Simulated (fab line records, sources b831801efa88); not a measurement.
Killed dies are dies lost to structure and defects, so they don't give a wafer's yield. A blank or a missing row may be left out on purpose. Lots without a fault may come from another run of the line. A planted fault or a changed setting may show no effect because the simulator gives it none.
Which tool did it? | flow sky130 | 14 lots, 42 wafers sampled, at 4 steps of a route of 708

WHAT THE GAUGES READ, wafer by wafer
SKY_VT_ADJUST_HVTP_CD_MEAS_07: target cd 380 nm.
lot  | measured     | on        | cd_nm (nm)
L595 | day 7 00:57  | cd_sem-02 | 379.8 379.6 381.4
L594 | day 7 01:51  | cd_sem-02 | 378.5 380.3 379.1
L596 | day 7 19:30  | cd_sem-02 | 379.0 380.1 376.5
L598 | day 8 07:09  | cd_sem-02 | 381.6 383.2 381.0
L601 | day 8 19:21  | cd_sem-02 | 376.6 379.5 378.9
L603 | day 9 01:53  | cd_sem-01 | 382.7 380.0 382.2
L605 | day 9 10:20  | cd_sem-01 | 378.2 378.3 376.8
L606 | day 9 14:38  | cd_sem-02 | 377.9 381.1 380.4
L608 | day 9 22:01  | cd_sem-01 | 381.0 379.6 380.9
L613 | day 11 04:30 | cd_sem-01 | 375.6 376.9 379.1
L614 | day 11 06:28 | cd_sem-01 | 380.0 377.4 378.4
L615 | day 11 13:50 | cd_sem-02 | 382.2 385.4 384.2
L616 | day 11 22:15 | cd_sem-01 | 380.5 380.5 379.4
L617 | day 12 05:30 | cd_sem-02 | 376.9 376.4 376.6

SKY_SONOS_ONO_OVL_MEAS_14.
lot  | measured     | on         | SONOS_ONO_OVL (nm)
L595 | day 13 20:13 | overlay-01 | 0.4 -0.8 -0.1
L594 | day 13 21:16 | overlay-01 | -1.7 1.6 -0.1
L596 | day 14 21:37 | overlay-01 | 0.2 1.7 -0.9
L598 | day 15 14:10 | overlay-02 | 2.6 2.7 -1.2
L601 | day 16 03:19 | overlay-02 | 0.1 -0.9 -2.3
L603 | day 16 10:44 | overlay-02 | 0.1 1.9 -0.7
L605 | day 17 00:50 | overlay-01 | 1.0 1.5 1.8
L606 | day 17 07:28 | overlay-02 | 1.4 2.5 0.5
L608 | day 17 17:02 | overlay-02 | 1.2 -0.7 2.1
L613 | day 19 03:40 | overlay-01 | 1.7 -1.4 -1.2
L614 | day 19 15:02 | overlay-02 | 0.9 1.3 1.0
L615 | day 20 00:49 | overlay-01 | 3.1 1.2 2.5
L616 | day 20 11:31 | overlay-02 | 0.5 4.3 0.3
L617 | day 20 18:10 | overlay-01 | -0.2 0.8 0.2

SKY_GATE_OXIDE_TW_MEAS_14.
lot  | measured     | on            | GATE_OXIDE_TW
L595 | day 15 00:26 | film_metro-03 | 224.0 222.5 222.1
L594 | day 15 02:17 | film_metro-02 | 225.3 225.3 223.4
L596 | day 16 03:11 | film_metro-02 | 225.3 225.5 226.6
L598 | day 16 20:45 | film_metro-04 | 226.5 226.6 227.2
L601 | day 17 12:35 | film_metro-04 | 225.4 226.1 226.1
L603 | day 17 18:49 | film_metro-02 | 224.3 224.1 224.2
L605 | day 18 09:12 | film_metro-02 | 224.9 225.0 225.6
L606 | day 18 15:56 | film_metro-02 | 224.4 224.6 224.0
L608 | day 19 09:38 | film_metro-02 | 223.6 223.5 225.9
L613 | day 20 14:38 | film_metro-03 | 223.7 223.7 223.9
L614 | day 21 00:37 | film_metro-04 | 226.0 226.0 225.4
L615 | day 21 10:08 | film_metro-03 | 223.6 221.8 222.8
L616 | day 21 20:48 | film_metro-04 | 225.2 225.7 224.1
L617 | day 22 02:02 | film_metro-04 | 227.8 226.7 228.8

WHICH TOOL RAN EACH LOT (tool, then ch and the chambers of the sampled wafers, then the start)
lot  | SKY_GATE_OXIDE_OXIDATION_01
L595 | furnace-01 ch 0, day 13 20:34
L594 | furnace-01 ch 0, day 13 21:59
L596 | furnace-01 ch 0, day 14 21:59
L598 | furnace-01 ch 0, day 15 15:38
L601 | furnace-02 ch 0, day 16 05:50
L603 | furnace-01 ch 0, day 16 12:48
L605 | furnace-01 ch 0, day 17 03:16
L606 | furnace-01, day 17 10:25
L608 | furnace-01, day 18 03:04
L613 | furnace-01 ch 0, day 19 05:56
L614 | furnace-01 ch 0, day 19 16:25
L615 | furnace-01 ch 0, day 20 02:18
L616 | furnace-01 ch 0, day 20 12:32
L617 | furnace-02 ch 0, day 20 18:32
- SKY_GATE_OXIDE_OXIDATION_01: stabilise 600 s, purge 300 s, target thk 10.268 nm.

WHAT THE TOOLS THEMSELVES READ (means of the sampled wafers that have a number; where no wafer has one, the mark that the record gives instead)
SKY_GATE_OXIDE_OXIDATION_01.
lot  | tool       | ox_temp_c (C) | ox_temp_c_max
L595 | furnace-01 | 899.8         | 903.3
L594 | furnace-01 | 899.9         | 903.5
L596 | furnace-01 | 900.2         | 903.9
L598 | furnace-01 | 900.5         | 903.9
L601 | furnace-02 | 899.8         | 907.3
L603 | furnace-01 | 900.2         | 903.4
L605 | furnace-01 | 900.2         | 903.7
L606 | furnace-01 | -             | -
L608 | furnace-01 | -             | -
L613 | furnace-01 | 900.3         | 903.8
L614 | furnace-01 | 899.3         | 902.4
L615 | furnace-01 | 900.0         | 903.7
L616 | furnace-01 | 900.1         | 903.6
L617 | furnace-02 | 900.3         | 907.1

THE ANSWER, worked out from the rows above alone
Rule: what is usual is taken from the lots themselves. Put in order of their means at a reading, lots are off if they are a third of the lots or fewer, leave a main group of 4 or more, and stand apart from it by a gap of 3 or more times the standard deviation of the main group's means; of several such gaps the widest counts. A main group whose means are all the same, to the digits that the tables above print for the reading, isn't used. A lot without any number at a reading at which 4 lots or more have one is off too. The other lots that the step has rows for count as sound. The gauges are gone through in route order, then the tools' own readings, and for those a lot's mean is taken as printed above. The first step at which some lot is off is used, and at that step the reading that is off furthest; a lot without a number counts as furthest.
Off: L606, L608, at SKY_GATE_OXIDE_OXIDATION_01 (ox_temp_c). Without a number there: L606, L608. The main group: mean 900.0 C, standard deviation 0.3.
A tool fits if, at that step or a process step before it, it ran every lot that is off, and no sound lot after the first of them. None of those tried fits.

WHAT THE SIMULATOR HAD PUT IN
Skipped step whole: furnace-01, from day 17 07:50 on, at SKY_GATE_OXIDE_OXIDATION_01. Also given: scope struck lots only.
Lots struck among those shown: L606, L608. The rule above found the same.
